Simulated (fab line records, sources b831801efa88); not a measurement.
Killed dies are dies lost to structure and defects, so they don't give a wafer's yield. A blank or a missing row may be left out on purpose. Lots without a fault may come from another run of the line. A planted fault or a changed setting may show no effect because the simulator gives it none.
fab line records | flow sky130
record lots=6 wafers=18 last_day=50
route steps=708 shown SD_N@350 SD_P@359 RES_XHIGH@360 SALICIDE@361 LI_CONTACT@362 PAD_OPEN@708
lots that met no fault: from a run of the same line without faults
start_h: hours from the record's first day to the start of the lot's first wafer shown | wait_h: hours since the lot's step before | " the same as in the row above | L1.1+2: a row that stands for several wafers | - no value, or no start given | * or withheld: withheld | < > ~ a bound
route shown NAME@n: a module of which the file shows steps, and the number in the route of the first | usual: mean/standard deviation of fault-free wafers | same: alike in all rows | chamber/n: place in a boat | sites: the reading at each site | _std_site: their standard deviation | _edge_site: outer sites' mean less inner sites' | radius_mm: how far each site lies from the wafer's centre | mask NAME#n: copy n | behind: the tool/chamber that last shaped the wafer | hold: why the lot was held/for how many hours/how that ended | device: the transistor (n, p or np) that didn't switch | end of line: the same wafers' tests at the end of the route | a step without rows: its recipe alone | killed: dies lost to structure and defects at the first sort, not the wafer's yield | map: a wafer's dies, x killed, . not, _ none there
set.NAME: the setting as run; set.NAME@STEP: as run at that earlier step | model.NAME: the simulator's own value behind a step, which no gauge read
lots at some steps of the route; a table a step, a row a wafer
services: from which hour (start_h, from the record's first day; less than 0 if before it) a tool's chamber was out of use, for how many hours, and why
## steps
# step SKY_SD_N_OVL_MEAS_08
# usual SD_N_OVL=0.2/1.4
# columns lot.wafer tool chamber start_h wait_h SD_N_OVL[nm]
L294.3 overlay-02 - 668.11 0.1 -0.9
L294.5 " - " " -2.1
L294.6 " - " " -0.5
L296.2 overlay-02 - 697.23 0.1 -1.4
L296.5 " - " " -1.0
L296.6 " - " " 0.6
L308.4 overlay-02 - 780.57 0.1 -1.3
L308.5 " - " " -0.2
L308.6 " - " " 0.7
L312.1 overlay-02 - 802.61 0.1 0.8
L312.2 " - " " -0.4
L312.4 " - " " 2.2
L314.2 overlay-01 - 815.28 0.1 3.0
L314.4 " - " " 0.8
L314.6 " - " " 0.4
L315.1 overlay-01 - 835.17 0.1 -0.5
L315.4 " - " " 0.5
L315.6 " - " " 0.9
# step SKY_SD_N_IMPLANT_09
# recipe species=As energy_kev=50 dose_cm2=4e+15 tilt_deg=0
# step SKY_SD_N_IMPLANT_10
# recipe species=P energy_kev=20 dose_cm2=1e+14 tilt_deg=0
# step SKY_SD_N_STRIP_11
# recipe chemistry=O2/N2 power_w=1400 pressure_mtorr=1500 platen_temp_c=withheld o2_flow_sccm=3000 n2_flow_sccm=300 overash_fraction=0.5
# usual drypump_motor_current_A=5.7/0.45 oes_product_au=0.527/0.005 strip_time_to_endpoint_s=22.56/0.05
# columns lot.wafer tool chamber start_h wait_h drypump_motor_current_A oes_product_au rf_hours_counter_h strip_time_to_endpoint_s
L294.3 plasma_asher-03 1 668.47 0.1 5.9 0.523 - 22.52
L294.5 " 1 " " 5.8 0.526 - 22.56
L294.6 " 0 " " 5.0 0.527 - 22.55
L296.2 plasma_asher-01 0 697.56 0.1 5.7 0.528 101 22.60
L296.5 " 1 " " 6.1 0.529 - 22.60
L296.6 " 0 " " 5.7 0.527 - 22.64
L308.4 plasma_asher-03 1 780.92 0.1 5.9 0.517 - 22.45
L308.5 " 1 " " 5.8 0.520 - 22.48
L308.6 " 0 " " 5.0 0.528 - 22.42
L312.1 plasma_asher-03 1 802.94 0.1 5.9 0.523 95 22.63
L312.2 " 0 " " 5.0 0.528 95 22.63
L312.4 " 0 " " 5.0 0.528 - 22.65
L314.2 plasma_asher-01 0 815.61 0.1 5.7 0.530 7 22.52
L314.4 " 1 " " 6.1 0.532 - 22.54
L314.6 " 1 " " 6.2 0.525 - 22.53
L315.1 plasma_asher-02 1 835.51 0.1 5.4 0.530 40 22.58
L315.4 " 0 " " 6.2 0.529 - 22.61
L315.6 " 1 " " 5.4 0.521 - 22.62
# step SKY_SD_N_TW_MEAS_12
# usual SD_N_TW=3980/24
# columns lot.wafer tool chamber start_h wait_h SD_N_TW
L294.3 film_metro-04 - 668.55 0.1 3990
L294.5 " - " " 3989
L294.6 " - " " 3946
L296.2 film_metro-01 - 697.67 0.1 3978
L296.5 " - " " 3999
L296.6 " - " " 3988
L308.4 film_metro-02 - 781.02 0.1 3966
L308.5 " - " " 3984
L308.6 " - " " 3972
L312.1 film_metro-04 - 803.04 0.1 4004
L312.2 " - " " 3968
L312.4 " - " " 3996
L314.2 film_metro-02 - 815.72 0.1 3939
L314.4 " - " " 3944
L314.6 " - " " 3936
L315.1 film_metro-04 - 835.61 0.1 3977
L315.4 " - " " 3958
L315.6 " - " " 3977
# step SKY_SD_N_CLEAN_13
# recipe chemistry=SC1/SC2 mix=1:4:20 temp_c=70 time_s=150 dry=n2_spin
# step SKY_SD_N_RTA_14
# recipe temp_c=1075 time_s=2 idle_temp_c=650 ramp_up_c_per_s=150 ramp_down_c_per_s=90 ambient=N2
# usual anneal_temp_c_max=1079.2/1.3 lamp_power_pct=15.73/0.047 wafer_temp_C_max=1078.3/1.4
# columns lot.wafer tool chamber start_h wait_h anneal_temp_c_max lamp_power_pct wafer_temp_C_max
L294.3 rtp_anneal-01 0 668.66 0.0 1082.0 15.69 1080.1
L294.5 " 0 " " 1080.0 15.74 1077.8
L294.6 " 0 " " 1079.6 15.75 1077.5
L296.2 rtp_anneal-02 0 697.83 0.0 1078.3 15.77 1077.2
L296.5 " 0 " " 1078.5 15.76 1078.8
L296.6 " 0 " " 1078.4 15.75 1078.4
L308.4 rtp_anneal-01 0 781.14 0.0 1081.3 15.75 1079.7
L308.5 " 0 " " 1080.6 15.70 1080.4
L308.6 " 0 " " 1080.8 15.59 1077.8
L312.1 rtp_anneal-01 0 803.15 0.0 1081.2 15.68 1078.4
L312.2 " 0 " " 1081.7 15.75 1080.7
L312.4 " 0 " " 1080.4 15.66 1079.2
L314.2 rtp_anneal-01 0 815.83 0.0 1079.8 15.84 1077.4
L314.4 " 0 " " 1081.1 15.63 1078.3
L314.6 " 0 " " 1081.4 15.69 1079.0
L315.1 rtp_anneal-01 0 835.72 0.0 1082.1 15.74 1078.9
L315.4 " 0 " " 1080.0 15.74 1078.1
L315.6 " 0 " " 1080.5 15.72 1077.3
# step SKY_SD_N_RS_MEAS_16
# recipe thk_meas_gauge=four-point-probe
# usual SD_N_RS=68.50/0.14
# columns lot.wafer tool chamber start_h wait_h SD_N_RS[ohm/sq]
L294.3 film_metro-01 - 668.86 0.1 68.39
L294.5 " - " " 68.25
L294.6 " - " " 68.46
L296.2 film_metro-01 - 698.01 0.1 68.41
L296.5 " - " " 68.48
L296.6 " - " " 68.34
L308.4 film_metro-04 - 781.35 0.1 68.69
L308.5 " - " " 68.69
L308.6 " - " " 68.54
L312.1 film_metro-02 - 803.32 0.1 68.50
L312.2 " - " " 68.48
L312.4 " - " " 68.30
L314.2 film_metro-04 - 816.02 0.1 68.70
L314.4 " - " " 68.75
L314.6 " - " " 68.56
L315.1 film_metro-01 - 835.92 0.1 68.57
L315.4 " - " " 68.33
L315.6 " - " " 68.52
# step SKY_SD_N_RS_MEAS_17
# recipe thk_meas_gauge=four-point-probe
# usual SD_P_RS=147.0/0.43
# columns lot.wafer tool chamber start_h wait_h SD_P_RS[ohm/sq]
L294.3 film_metro-01 - 668.98 0.1 145.8
L294.5 " - " " 146.2
L294.6 " - " " 146.3
L296.2 film_metro-01 - 698.13 0.1 146.8
L296.5 " - " " 147.0
L296.6 " - " " 146.9
L308.4 film_metro-04 - 781.47 0.1 147.7
L308.5 " - " " 147.8
L308.6 " - " " 147.4
L312.1 film_metro-02 - 803.44 0.1 146.8
L312.2 " - " " 147.0
L312.4 " - " " 146.7
L314.2 film_metro-04 - 816.14 0.1 147.8
L314.4 " - " " 147.7
L314.6 " - " " 147.7
L315.1 film_metro-01 - 836.04 0.1 147.7
L315.4 " - " " 147.3
L315.6 " - " " 146.5
# step SKY_SD_N_RS_MEAS_18
# recipe thk_meas_gauge=four-point-probe
# usual RES_XHIGH_RS=333.2/1.4
# columns lot.wafer tool chamber start_h wait_h RES_XHIGH_RS[ohm/sq]
L294.3 film_metro-01 - 669.10 0.1 333.4
L294.5 " - " " 334.0
L294.6 " - " " 332.7
L296.2 film_metro-01 - 698.25 0.1 332.7
L296.5 " - " " 332.0
L296.6 " - " " 331.2
L308.4 film_metro-04 - 781.59 0.1 335.8
L308.5 " - " " 335.2
L308.6 " - " " 334.7
L312.1 film_metro-02 - 803.56 0.1 332.3
L312.2 " - " " 332.2
L312.4 " - " " 334.0
L314.2 film_metro-04 - 816.26 0.1 334.0
L314.4 " - " " 334.5
L314.6 " - " " 334.4
L315.1 film_metro-01 - 836.16 0.1 334.7
L315.4 " - " " 334.4
L315.6 " - " " 335.1
# step SKY_SALICIDE_CLEAN_00
# recipe chemistry=HF-last time_s=30 dilution=100:1 dry=ipa_marangoni
# step SKY_LI_CONTACT_HDPCVD_00
# recipe material=PSG target_thk_nm=930 sigma_open_frac=0.3 time_s=155 temp_c=600 sih4_flow_sccm=60 pressure_mtorr=6
# columns lot.wafer tool chamber start_h wait_h model.PSG_of_LI_CONTACT_HDPCVD_00.thk_nm
L294.3 hdpcvd-02 2 669.20 0.0 941.5
L294.5 " 1 " " 939.8
L294.6 " 0 " " 941.9
L296.2 hdpcvd-01 2 698.37 0.0 933
L296.5 " 2 " " 934.5
L296.6 " 0 " " 923.2
L308.4 hdpcvd-02 0 781.72 0.1 938.9
L308.5 " 2 " " 1418
L308.6 " 1 " " 1410
L312.1 hdpcvd-02 0 803.70 0.0 1421
L312.2 " 2 " " 946
L312.4 " 0 " " 938
L314.2 hdpcvd-01 2 816.37 0.0 927.5
L314.4 " 2 " " 926.3
L314.6 " 0 " " 918.8
L315.1 hdpcvd-01 0 836.30 0.0 926.3
L315.4 " 2 " " 940.1
L315.6 " 1 " " 917.1
# step SKY_LI_CONTACT_THK_MEAS_01
# recipe reads=PSG_of_LI_CONTACT_HDPCVD_00
# usual LI_CONTACT_HDPCVD_THK=930/12
# columns lot.wafer tool chamber start_h wait_h LI_CONTACT_HDPCVD_THK[nm]
L294.3 film_metro-01 - 669.32 0.1 942
L294.5 " - " " 940
L294.6 " - " " 942
L296.2 film_metro-04 - 698.48 0.1 933
L296.5 " - " " 935
L296.6 " - " " 923
L308.4 film_metro-02 - 781.80 0.0 938
L308.5 " - " " 1417
L308.6 " - " " 1411
L312.1 film_metro-04 - 803.80 0.1 1421
L312.2 " - " " 946
L312.4 " - " " 938
L314.2 film_metro-01 - 816.54 0.1 927
L314.4 " - " " 927
L314.6 " - " " 919
L315.1 film_metro-02 - 836.40 0.1 926
L315.4 " - " " 940
L315.6 " - " " 918
# step SKY_LI_CONTACT_CMP_02
# recipe material=PSG down_force_psi=4 platen_rpm=60 pad_velocity_m_s=0.94248
# usual motor_current_A=12.3/1 time_to_endpoint_s=33/3.1
# columns lot.wafer tool chamber start_h wait_h motor_current_A time_to_endpoint_s
L294.3 cmp-02 1 669.46 0.1 12.8 31
L294.5 " 3 " " 12.9 35
L294.6 " 0 " " 11.8 34
L296.2 cmp-01 0 698.63 0.1 12.8 36
L296.6 " 2 " " 10.7 35
L296.5 " 3 " " 10.7 33
L308.4 cmp-02 3 781.98 0.2 12.1 33
L308.6 " 0 " " 11.7 73
L308.5 " 1 " " 13.3 75
L312.4 cmp-01 3 803.86 0.0 10.6 35
L312.2 " 0 " " 13.4 40
L312.1 " 1 " " 11.0 85
L314.4 cmp-02 0 816.59 0.0 12.3 32
L314.2 " 2 " " 13.0 32
L314.6 " 0 " " 12.1 30
L315.4 cmp-02 2 836.46 0.0 13.2 35
L315.1 " 3 " " 11.8 33
L315.6 " 2 " " 13.7 35
# step SKY_LI_CONTACT_BOW_MEAS_03
# recipe mode=bow
# usual LI_CONTACT_BOW=56/6.8
# columns lot.wafer tool chamber start_h wait_h LI_CONTACT_BOW[um]
L294.3 film_metro-04 - 669.70 0.2 59
L294.5 " - " " 58
L294.6 " - " " 42
L296.2 film_metro-02 - 698.85 0.2 58
L296.5 " - " " 57
L296.6 " - " " 67
L308.4 film_metro-01 - 782.19 0.2 52
L308.5 " - " " 57
L308.6 " - " " 60
L312.1 film_metro-04 - 804.16 0.1 52
L312.2 " - " " 55
L312.4 " - " " 60
L314.2 film_metro-04 - 816.97 0.2 46
L314.4 " - " " 57
L314.6 " - " " 51
L315.1 film_metro-04 - 836.76 0.2 47
L315.4 " - " " 58
L315.6 " - " " 55
# step SKY_PAD_OPEN_PROBE_99
# usual killed_at_M0_to_M3=43/6.8 killed_at_M4_up=3.2/1.8 killed_at_contacts=24/6.2 killed_at_front_end=15/4.7 killed_at_other=0.4/0.63 killed_dies=86/9.6 killed_open=47/6.9 killed_short=39/6.3
# same gross_dies=492 killed_at_back_side=0
# columns lot.wafer tool chamber start_h wait_h killed_at_M0_to_M3 killed_at_M4_up killed_at_contacts killed_at_front_end killed_at_other killed_dies killed_open killed_short
L294.3 prober-01 - 1087.96 0.2 34 6 34 14 2 90 50 38
L294.5 prober-01 - 1088.06 0.2 61 2 17 11 3 94 50 41
L294.6 prober-01 - 1088.11 0.2 45 7 23 20 2 97 46 49
L296.2 prober-02 - 1112.08 0.1 59 3 16 8 0 86 52 34
L296.5 prober-02 - 1112.23 0.2 29 4 24 13 0 70 31 39
L296.6 prober-02 - 1112.28 0.2 28 4 19 21 0 72 35 36
L308.4 prober-01 - 1169.83 0.2 43 4 27 9 1 84 41 43
L308.5 prober-01 - 1169.88 0.2 45 1 18 8 1 73 43 30
L308.6 prober-01 - 1169.93 0.2 57 0 24 28 1 110 54 53
L312.1 prober-01 - 1178.86 0.1 43 1 18 15 1 78 41 37
L312.2 prober-01 - 1178.91 0.1 45 5 22 19 0 91 51 39
L312.4 prober-01 - 1179.01 0.2 47 3 21 12 0 83 46 36
L314.2 prober-01 - 1191.78 0.1 43 5 27 18 0 93 54 38
L314.4 prober-01 - 1191.88 0.2 43 2 22 24 1 92 61 30
L314.6 prober-01 - 1191.98 0.2 31 2 20 17 0 70 42 28
L315.1 prober-01 - 1202.22 0.1 51 4 22 6 2 85 44 41
L315.4 prober-01 - 1202.37 0.2 38 3 27 16 1 85 43 42
L315.6 prober-01 - 1202.47 0.2 41 1 21 13 0 76 43 33
# killed by level:class
L294.3 CONTACT:geometric_particle:open=21 VIA1:geometric_particle:open=9 CONTACT:geometric_particle:short=7 METAL4:geometric_particle:short=6 FIELD_ISO:geometric_particle:open=5 METAL1:geometric_particle:short=5 FIELD_ISO:geometric_particle:short=4 VIA1:geometric_particle:short=4
L294.5 VIA1:geometric_particle:open=14 VIA3:geometric_particle:open=13 CONTACT:geometric_particle:open=6 CONTACT:geometric_particle:short=5 VIA1:geometric_particle:short=5 METAL1:geometric_particle:short=5 METAL2:geometric_particle:short=5 FIELD_ISO:geometric_particle:open=4
L294.6 VIA3:geometric_particle:open=9 FIELD_ISO:geometric_particle:short=6 METAL1:geometric_particle:short=6 LI_CONTACT:geometric_particle:open=6 VIA1:geometric_particle:short=6 POLY_GATE:geometric_particle:open=5 METAL2:geometric_particle:short=5 LOCAL_INTERCONNECT:geometric_particle:short=5
L296.2 VIA2:geometric_particle:open=16 VIA1:geometric_particle:open=10 VIA2:geometric_particle:short=8 CONTACT:geometric_particle:open=7 VIA3:geometric_particle:open=7 VIA1:geometric_particle:short=6 METAL2:geometric_particle:short=5 METAL1:geometric_particle:short=4
L296.5 CONTACT:geometric_particle:open=7 VIA1:geometric_particle:short=6 LI_CONTACT:geometric_particle:open=6 CONTACT:geometric_particle:short=5 VIA2:geometric_particle:open=4 VIA1:geometric_particle:open=4 METAL4:geometric_particle:short=4 FIELD_ISO:geometric_particle:short=3
L296.6 FIELD_ISO:geometric_particle:open=6 VIA1:geometric_particle:open=6 POLY_GATE:geometric_particle:short=5 LI_CONTACT:geometric_particle:open=5 VIA2:geometric_particle:open=5 VIA3:geometric_particle:short=5 FIELD_ISO:geometric_particle:short=4 LI_CONTACT:geometric_particle:short=4
L308.4 CONTACT:geometric_particle:open=9 LI_CONTACT:geometric_particle:open=9 VIA1:geometric_particle:open=7 VIA1:geometric_particle:short=7 VIA2:geometric_particle:open=6 CONTACT:geometric_particle:short=5 METAL1:geometric_particle:short=5 METAL2:geometric_particle:short=5
L308.5 VIA2:geometric_particle:open=11 CONTACT:geometric_particle:open=10 VIA1:geometric_particle:open=10 METAL2:geometric_particle:short=8 METAL1:geometric_particle:short=5 METAL3:geometric_particle:short=4 LI_CONTACT:geometric_particle:open=3 POLY_GATE:geometric_particle:open=2
L308.6 VIA1:geometric_particle:open=16 CONTACT:geometric_particle:open=12 METAL2:geometric_particle:short=8 METAL3:geometric_particle:short=7 VIA2:geometric_particle:short=7 FIELD_ISO:geometric_particle:short=6 VIA2:geometric_particle:open=6 FIELD_ISO:geometric_particle:open=5
L312.1 VIA1:geometric_particle:open=9 VIA2:geometric_particle:open=7 LI_CONTACT:geometric_particle:open=6 VIA1:geometric_particle:short=6 LOCAL_INTERCONNECT:geometric_particle:short=5 CONTACT:geometric_particle:open=5 VIA2:geometric_particle:short=5 METAL1:geometric_particle:short=5
L312.2 CONTACT:geometric_particle:open=12 VIA2:geometric_particle:open=9 VIA3:geometric_particle:open=8 VIA1:geometric_particle:open=6 FIELD_ISO:geometric_particle:short=5 VIA1:geometric_particle:short=5 POLY_GATE:geometric_particle:short=4 LI_CONTACT:geometric_particle:open=4
L312.4 VIA1:geometric_particle:open=9 VIA3:geometric_particle:open=8 CONTACT:geometric_particle:open=7 LI_CONTACT:geometric_particle:open=6 METAL1:geometric_particle:short=6 CONTACT:geometric_particle:short=5 METAL2:geometric_particle:short=5 VIA2:geometric_particle:open=5
L314.2 VIA1:geometric_particle:open=11 CONTACT:geometric_particle:open=9 LI_CONTACT:geometric_particle:open=8 VIA3:geometric_particle:open=7 METAL2:geometric_particle:short=6 FIELD_ISO:geometric_particle:short=4 FIELD_ISO:geometric_particle:open=4 POLY_GATE:geometric_particle:open=4
L314.4 VIA2:geometric_particle:open=11 VIA1:geometric_particle:open=11 FIELD_ISO:geometric_particle:open=9 CONTACT:geometric_particle:open=9 VIA3:geometric_particle:open=9 LI_CONTACT:geometric_particle:open=6 FIELD_ISO:geometric_particle:short=5 POLY_GATE:geometric_particle:open=4
L314.6 VIA1:geometric_particle:open=10 VIA3:geometric_particle:open=6 LI_CONTACT:geometric_particle:open=6 CONTACT:geometric_particle:open=6 FIELD_ISO:geometric_particle:short=4 FIELD_ISO:geometric_particle:open=4 POLY_GATE:geometric_particle:open=4 POLY_GATE:geometric_particle:short=4
L315.1 VIA1:geometric_particle:open=11 CONTACT:geometric_particle:open=8 METAL1:geometric_particle:short=8 VIA1:geometric_particle:short=7 VIA2:geometric_particle:open=6 VIA3:geometric_particle:open=6 CONTACT:geometric_particle:short=5 LI_CONTACT:geometric_particle:open=4
L315.4 CONTACT:geometric_particle:open=10 VIA1:geometric_particle:open=8 POLY_GATE:geometric_particle:short=7 CONTACT:geometric_particle:short=6 FIELD_ISO:geometric_particle:open=5 LI_CONTACT:geometric_particle:open=5 VIA1:geometric_particle:short=5 METAL2:geometric_particle:short=5
L315.6 CONTACT:geometric_particle:open=11 VIA1:geometric_particle:open=8 METAL1:geometric_particle:short=5 VIA2:geometric_particle:open=5 VIA2:geometric_particle:short=4 LOCAL_INTERCONNECT:geometric_particle:short=4 METAL2:geometric_particle:short=4 METAL1:geometric_particle:open=4
## services
# columns tool chamber start_h hours kind
hdpcvd-02 - 650.75 15.0 pm
hdpcvd-02 0 650.75 15.0 vent_cycle
hdpcvd-02 1 650.75 15.0 vent_cycle
hdpcvd-02 2 650.75 15.0 vent_cycle
hdpcvd-02 0 665.75 - clean
hdpcvd-02 1 665.75 - clean
hdpcvd-02 2 665.75 - clean
hdpcvd-01 - 667.44 2.8 pm
plasma_asher-02 - 680.76 4.3 pm
hdpcvd-01 1 707.78 12.7 repair
cmp-02 - 711.72 8.9 repair
plasma_asher-03 - 711.82 4.6 repair
cmp-02 - 729.73 4.8 pm
plasma_asher-01 - 733.75 9.0 pm
plasma_asher-01 0 733.75 9.0 vent_cycle
plasma_asher-01 1 733.75 9.0 vent_cycle
plasma_asher-01 0 742.75 - clean
plasma_asher-01 1 742.75 - clean
cmp-01 - 757.05 4.0 pm
cmp-02 - 761.05 9.3 pm
hdpcvd-02 0 763.25 9.5 repair
hdpcvd-02 2 789.93 10.1 repair
hdpcvd-01 1 812.13 5.6 repair
cmp-02 - 822.07 1.0 repair
## key
first_sign step=SKY_LI_CONTACT_THK_MEAS_01 reading=LI_CONTACT_HDPCVD_THK direction=up sigmas=42 usual=930 struck=1416
effect step=SKY_LI_CONTACT_CMP_02 reading=time_to_endpoint_s direction=up sigmas=14 usual=* struck=*
model_effect step=SKY_LI_CONTACT_HDPCVD_00 value=PSG_of_LI_CONTACT_HDPCVD_00.thk_nm without=934.6 struck=1416
met_at SKY_LI_CONTACT_HDPCVD_00
struck_wafers L308.5,L308.6,L312.1
tester_left_out L308,L312
onset_between 669.20 781.72
fault kind=process_parameter_drift tool=hdpcvd-02 chamber=- onset_h=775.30 steps=SKY_LI_CONTACT_HDPCVD_00 channel=target_thk_nm offset=481.63 shape=step end_h=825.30 scope=struck_wafers_only acts_in=these_recipes_only stated=930
# tester_left_out: of these lots the tester's yield and bins aren't shown, on N5 and GAA mostly nor the transistor test; their killed dies are dies lost to structure and defects alone, not to doping, threshold or leakage, so they don't give the yield
